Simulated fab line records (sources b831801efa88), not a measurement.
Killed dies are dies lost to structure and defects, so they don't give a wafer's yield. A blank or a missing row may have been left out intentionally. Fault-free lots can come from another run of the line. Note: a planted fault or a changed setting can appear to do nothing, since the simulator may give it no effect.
Struck lot and sound lot, side by side | flow sky130 | 22 out of 708 route steps
Sound: wafers L347.1, L347.3, L347.4. The struck wafers were L365.2, L365.4, L365.5. Last of all comes the cause.
Order at every step that has rows: each side's tool, ch and its chambers, its first start. Under that, the readings that differ: sound wafers | struck wafers | difference of the means | sigmas: that difference in standard deviations of wafers without a fault.
alike: readings whose means differ by less than 2 such deviations, and words and numbers that are the same on both sides. not compared: withheld readings, readings that some wafer has no value for, bounds like >300 that may hide the same value, and numbers for which the record gives no deviation and whose values overlap.
The two part at a step that has a row with sigmas, a row that says differs or no value, or rows on one side only. When numbers do not overlap yet have no deviation, they are printed without sigmas and do not part them. A reading missing from all wafers of one side parts the sides only when that side holds two or more wafers.

first, 5 steps without rows for these wafers: SKY_VT_ADJUST_HVTR_COAT_02 (resist thk 1140 nm); SKY_VT_ADJUST_HVTR_SOFTBAKE_03 (time 60 s); SKY_VT_ADJUST_HVTR_EXPOSE_04 (exposes mask HVTRM, target cd 380 nm); SKY_VT_ADJUST_HVTR_PEB_05; SKY_VT_ADJUST_HVTR_DEVELOP_06 (develop time 60 s).
SKY_VT_ADJUST_HVTR_CD_MEAS_07: target cd 380 nm.
  sound on cd-sem-01 at day 10 05:23; struck on cd-sem-02 at day 15 16:29
  alike: cd-nm
SKY_VT_ADJUST_HVTR_OVL_MEAS_08:
  sound on overlay-01 at day 10 05:31; struck on overlay-01 at day 15 16:35
  alike: VT_ADJUST_HVTR_OVL
after that, 1 step had no rows for these wafers: SKY_VT_ADJUST_HVTR_IMPLANT_09.
SKY_VT_ADJUST_HVTR_STRIP_10: strips in O2/N2.
  sound on plasma-asher-04 ch 0,1, day 10 05:42; struck on plasma-asher-02 ch 0,1, day 15 16:46
  alike: drypump-motor-current-A, n2-flow-sccm, oes-product-au, strip-time-to-endpoint-s
  not compared: rf-hours-counter-h
SKY_VT_ADJUST_HVTR_TW_MEAS_11:
  sound on film-metro-04 at day 10 05:48; struck on film-metro-02 at day 15 16:53
  reading           | sound             | struck            | difference | sigmas
  VT_ADJUST_HVTR_TW | 215.8 217.3 217.4 | 212.2 212.0 211.7 | -4.9       | -2
then, 2 steps without rows for these wafers: SKY_VT_ADJUST_PCH_DEHYDRATE_00 (time 60 s); SKY_VT_ADJUST_PCH_HMDS_01 (prime time 60 s).
SKY_VT_ADJUST_PCH_COAT_02: resist thk 3000 nm.
  sound on litho-track-03 ch 0, day 10 16:28; struck on litho-track-03 ch 0, day 16 06:11
  reading                                         | sound                | struck               | difference | sigmas
  spin-speed-rpm (rpm)                            | 1999.8 1999.4 2000.4 | 1928.9 1926.2 1926.7 | -72.6      | -52
  model.coat_of_VT_ADJUST_PCH_COAT_02.thk-nm (nm) | 3005 3003 3006       | 3061 3059 3064       | +57        |
  alike: exhaust-pa
then, 3 steps without rows for these wafers: SKY_VT_ADJUST_PCH_SOFTBAKE_03; SKY_VT_ADJUST_PCH_EXPOSE_04 (exposes mask NWM, target cd 840 nm); SKY_VT_ADJUST_PCH_PEB_05.
SKY_VT_ADJUST_PCH_DEVELOP_06: develop time 60 s.
  sound on litho-track-02 ch 0; struck on litho-track-02 ch 0
  reading                                         | sound          | struck         | difference | sigmas
  model.coat_of_VT_ADJUST_PCH_COAT_02.thk-nm (nm) | 3004 3002 3005 | 3060 3058 3063 | +57        |
  alike: exhaust-pa
SKY_VT_ADJUST_PCH_OVL_MEAS_07:
  sound on overlay-02 at day 11 04:29; struck on overlay-01 at day 16 20:39
  reading                | sound       | struck         | difference | sigmas
  VT_ADJUST_PCH_OVL (nm) | 0.8 0.7 0.7 | -3.3 -3.1 -2.4 | -3.7       | -3
after that, 1 step had no rows for these wafers: SKY_VT_ADJUST_PCH_IMPLANT_08.
SKY_VT_ADJUST_PCH_STRIP_09: strips in O2/N2.
  sound on plasma-asher-02 ch 0,1, day 11 04:41; struck on plasma-asher-03 ch 0, day 16 20:50
  reading                      | sound             | struck            | difference | sigmas
  strip-time-to-endpoint-s (s) | 37.00 36.99 37.03 | 37.61 37.62 37.68 | +0.63      | +6
  alike: drypump-motor-current-A, n2-flow-sccm, oes-product-au
  not compared: rf-hours-counter-h
SKY_VT_ADJUST_PCH_TW_MEAS_10:
  sound on film-metro-04 at day 11 04:47; struck on film-metro-02 at day 16 20:56
  alike: VT_ADJUST_PCH_TW
after that, 1 step had no rows for these wafers: SKY_PAD_OPEN_PROBE_99.

== WHERE THEY PART ==
Last at SKY_VT_ADJUST_PCH_STRIP_09 as far as this record goes, first at SKY_VT_ADJUST_HVTR_TW_MEAS_11. Later steps at which nothing parts them and some readings are alike: SKY_VT_ADJUST_PCH_TW_MEAS_10.

WHY: whatever the simulator had introduced
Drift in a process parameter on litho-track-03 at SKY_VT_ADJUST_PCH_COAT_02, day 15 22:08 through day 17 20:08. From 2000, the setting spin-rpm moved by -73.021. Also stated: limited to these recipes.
